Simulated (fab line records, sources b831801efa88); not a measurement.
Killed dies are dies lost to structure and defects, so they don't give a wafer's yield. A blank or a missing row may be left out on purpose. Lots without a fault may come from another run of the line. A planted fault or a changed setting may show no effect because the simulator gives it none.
Chamber matching | flow sky130 | SKY_VIA3_CMP_02 on cmp-02: 4 sister chambers
The step polishes SiO2. 4 wafers are shown with their chamber, then 8 later ones without.

WAFERS WITH THEIR CHAMBER
wafer  | chamber | motor_current_A (A)
L093.1 | 1       | 12.4
L093.2 | 3       | 11.5
L093.3 | 0       | 9.4
L093.4 | 2       | 10.8

WAFERS WITHOUT THEIR CHAMBER
wafer  | motor_current_A (A)
L093.5 | 11.3
L093.6 | 9.5
L095.1 | 11.4
L095.2 | 9.5
L095.3 | 12.8
L095.4 | 10.9
L095.5 | 9.4
L095.6 | 11.5

WHICH CHAMBER EACH WENT THROUGH
wafer  | from the rows above     | in truth
L093.5 | can't be placed: 3 or 2 | 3
L093.6 | 0                       | 0
L095.1 | 3                       | 3
L095.2 | 0                       | 0
L095.3 | 1                       | 1
L095.4 | 2                       | 2
L095.5 | 0                       | 0
L095.6 | 3                       | 3
Placed correctly: 7 of 8. Can't be placed from these rows: 1 (the true chamber is among the candidates in 1). Placed wrongly: 0.
How it was worked out, from the rows above alone: a wafer's distance from a chamber is the root of the sum, over the readings, of the square of ((its reading less the chamber's mean) divided by the reading's scatter). The wafer belongs to the nearest chamber; if the next one is less than 2 further off, it can't be placed. A chamber's mean is the mean of its shown wafers. The scatter: with one shown wafer a chamber, the root of the mean of the squares of how far each hidden wafer lies from its nearest shown one.
